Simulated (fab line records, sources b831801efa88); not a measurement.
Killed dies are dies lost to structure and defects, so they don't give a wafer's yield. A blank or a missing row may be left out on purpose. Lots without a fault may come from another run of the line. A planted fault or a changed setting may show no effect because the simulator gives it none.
Which tool did it? | flow sky130 | 24 lots, 72 wafers sampled, at 3 steps of a route of 708

WHAT THE GAUGES READ, wafer by wafer
SKY_METAL1_CD_MEAS_15: target cd 140 nm.
lot  | measured     | on        | cd_nm (nm)
L074 | day 32 21:26 | cd_sem-02 | 141.1 140.7 140.6
L075 | day 32 23:13 | cd_sem-01 | 143.1 140.7 141.9
L076 | day 33 18:23 | cd_sem-02 | 140.3 140.9 142.0
L077 | day 33 20:46 | cd_sem-02 | 141.2 141.5 139.8
L078 | day 34 01:32 | cd_sem-02 | 140.2 143.0 141.6
L079 | day 33 21:08 | cd_sem-01 | 142.9 141.5 141.4
L080 | day 35 03:34 | cd_sem-01 | 141.9 142.6 141.7
L081 | day 35 07:58 | cd_sem-02 | 142.7 140.1 141.3
L082 | day 35 14:58 | cd_sem-01 | 142.7 143.8 144.3
L084 | day 36 04:38 | cd_sem-01 | 139.4 140.5 140.0
L083 | day 35 15:34 | cd_sem-01 | 139.0 138.3 140.6
L085 | day 35 16:34 | cd_sem-02 | 139.5 139.8 139.3
L086 | day 36 22:26 | cd_sem-01 | 138.5 139.2 138.3
L087 | day 37 05:14 | cd_sem-01 | 139.6 139.9 140.6
L088 | day 37 20:53 | cd_sem-02 | 139.5 140.1 141.4
L089 | day 38 01:49 | cd_sem-02 | 142.9 140.2 140.0
L090 | day 38 00:10 | cd_sem-02 | 139.6 141.2 141.1
L091 | day 38 03:47 | cd_sem-02 | 140.4 141.3 141.3
L092 | day 38 07:41 | cd_sem-02 | 141.8 140.3 140.6
L093 | day 39 08:10 | cd_sem-01 | 139.2 136.9 137.7
L094 | day 39 12:31 | cd_sem-01 | 140.2 140.7 140.3
L095 | day 39 12:46 | cd_sem-02 | 136.8 139.4 136.9
L096 | day 39 16:01 | cd_sem-01 | 139.7 140.1 139.6
L097 | day 39 19:39 | cd_sem-02 | 138.9 137.8 138.2

WHICH TOOL RAN EACH LOT (tool, then ch and the chambers of the sampled wafers, then the start)
lot  | SKY_PWDE_STRIP_09                   | SKY_LI_CONTACT_CVD_21
L074 | plasma_asher-01 ch 0,1, day 4 01:57 | cvd_w-01 ch 0,1, day 29 06:45
L075 | plasma_asher-04 ch 0,1, day 4 02:08 | cvd_w-02 ch 0,1, day 29 10:26
L076 | plasma_asher-01 ch 0,1, day 4 06:38 | cvd_w-02 ch 0,1, day 30 10:25
L077 | plasma_asher-03 ch 0, day 4 12:34   | cvd_w-02 ch 1, day 30 12:02
L078 | plasma_asher-01 ch 0,1, day 4 18:01 | cvd_w-01 ch 0,1, day 30 13:20
L079 | plasma_asher-04 ch 0,1, day 4 20:25 | cvd_w-01 ch 0,1, day 30 12:02
L080 | plasma_asher-01 ch 0,1, day 5 04:10 | cvd_w-01 ch 0, day 31 14:51
L081 | plasma_asher-04 ch 0, day 5 13:16   | cvd_w-02 ch 0,1, day 31 19:38
L082 | plasma_asher-04 ch 0,1, day 5 22:49 | cvd_w-02 ch 0,1, day 32 04:01
L084 | plasma_asher-03 ch 0,1, day 6 00:40 | cvd_w-01 ch 0,1, day 32 17:42
L083 | plasma_asher-04 ch 1, day 6 01:58   | cvd_w-02 ch 0,1, day 32 04:34
L085 | plasma_asher-03 ch 0,1, day 6 07:58 | cvd_w-01 ch 1, day 32 06:36
L086 | plasma_asher-01 ch 0,1, day 6 16:06 | cvd_w-01 ch 0,1, day 33 11:56
L087 | plasma_asher-01 ch 0,1, day 6 21:46 | cvd_w-02 ch 0,1, day 33 18:18
L088 | plasma_asher-01 ch 0,1, day 7 07:16 | cvd_w-01 ch 0,1, day 34 10:41
L089 | plasma_asher-01 ch 0,1, day 7 11:48 | cvd_w-02 ch 0,1, day 34 15:38
L090 | plasma_asher-03 ch 0,1, day 7 16:25 | cvd_w-01 ch 0,1, day 34 15:11
L091 | plasma_asher-04 ch 0,1, day 7 20:32 | cvd_w-01 ch 0,1, day 34 18:44
L092 | plasma_asher-03 ch 0,1, day 8 02:10 | cvd_w-02 ch 0,1, day 34 22:00
L093 | plasma_asher-01 ch 0, day 8 07:59   | cvd_w-01 ch 1, day 36 00:24
L094 | plasma_asher-01 ch 1, day 8 18:25   | cvd_w-02 ch 0,1, day 36 04:39
L095 | plasma_asher-01 ch 0,1, day 8 23:13 | cvd_w-02 ch 1, day 36 06:03
L096 | plasma_asher-03 ch 0, day 9 03:01   | cvd_w-01 ch 0, day 36 09:33
L097 | plasma_asher-03 ch 0, day 9 06:13   | cvd_w-02 ch 0,1, day 36 10:49
- SKY_PWDE_STRIP_09: strips in O2/N2.
- SKY_LI_CONTACT_CVD_21: deposits W, target thk 400 nm, time 120.56 s.

WHAT THE TOOLS THEMSELVES READ (means of the sampled wafers that have a number; where no wafer has one, the mark that the record gives instead)
SKY_PWDE_STRIP_09.
lot  | tool            | drypump_motor_current_A (A) | oes_product_au (a.u.) | strip_time_to_endpoint_s (s)
L074 | plasma_asher-01 | 5.1                         | 0.722                 | 36.90
L075 | plasma_asher-04 | 5.3                         | 0.724                 | 36.94
L076 | plasma_asher-01 | 5.2                         | 0.721                 | 37.07
L077 | plasma_asher-03 | 5.0                         | 0.724                 | 36.86
L078 | plasma_asher-01 | 5.2                         | 0.724                 | 36.95
L079 | plasma_asher-04 | 5.5                         | 0.722                 | 37.05
L080 | plasma_asher-01 | 5.4                         | 0.722                 | 36.73
L081 | plasma_asher-04 | 5.6                         | 0.723                 | 36.96
L082 | plasma_asher-04 | 5.4                         | 0.721                 | 36.86
L084 | plasma_asher-03 | 5.6                         | 0.723                 | 36.89
L083 | plasma_asher-04 | 5.1                         | 0.721                 | 36.94
L085 | plasma_asher-03 | 5.3                         | 0.721                 | 36.83
L086 | plasma_asher-01 | 5.2                         | 0.724                 | 36.99
L087 | plasma_asher-01 | 5.4                         | 0.724                 | 37.00
L088 | plasma_asher-01 | 5.2                         | 0.720                 | 37.00
L089 | plasma_asher-01 | 5.4                         | 0.721                 | 36.87
L090 | plasma_asher-03 | 5.3                         | 0.720                 | 36.83
L091 | plasma_asher-04 | 5.3                         | 0.722                 | 36.87
L092 | plasma_asher-03 | 5.6                         | 0.721                 | 37.00
L093 | plasma_asher-01 | 4.9                         | 0.720                 | 36.80
L094 | plasma_asher-01 | 5.7                         | 0.719                 | 36.97
L095 | plasma_asher-01 | 5.4                         | 0.723                 | 36.82
L096 | plasma_asher-03 | 5.0                         | 0.718                 | 36.84
L097 | plasma_asher-03 | 5.0                         | 0.720                 | 37.01

SKY_LI_CONTACT_CVD_21.
lot  | tool     | heater_power_w (W)
L074 | cvd_w-01 | 851
L075 | cvd_w-02 | 839
L076 | cvd_w-02 | 853
L077 | cvd_w-02 | 831
L078 | cvd_w-01 | 841
L079 | cvd_w-01 | 866
L080 | cvd_w-01 | 819
L081 | cvd_w-02 | 847
L082 | cvd_w-02 | 837
L084 | cvd_w-01 | 853
L083 | cvd_w-02 | 841
L085 | cvd_w-01 | 869
L086 | cvd_w-01 | 849
L087 | cvd_w-02 | 838
L088 | cvd_w-01 | 850
L089 | cvd_w-02 | 835
L090 | cvd_w-01 | 872
L091 | cvd_w-01 | 854
L092 | cvd_w-02 | 866
L093 | cvd_w-01 | 874
L094 | cvd_w-02 | 854
L095 | cvd_w-02 | 837
L096 | cvd_w-01 | 822
L097 | cvd_w-02 | 850

THE ANSWER, worked out from the rows above alone
Rule: what is usual is taken from the lots themselves. Put in order of their means at a reading, lots are off if they are a third of the lots or fewer, leave a main group of 4 or more, and stand apart from it by a gap of 3 or more times the standard deviation of the main group's means; of several such gaps the widest counts. A main group whose means are all the same, to the digits that the tables above print for the reading, isn't used. A lot without any number at a reading at which 4 lots or more have one is off too. The other lots that the step has rows for count as sound. The gauges are gone through in route order, then the tools' own readings, and for those a lot's mean is taken as printed above. The first step at which some lot is off is used, and at that step the reading that is off furthest; a lot without a number counts as furthest.
No lot is off at any reading shown: from this, nothing can be told.

WHAT THE SIMULATOR HAD PUT IN
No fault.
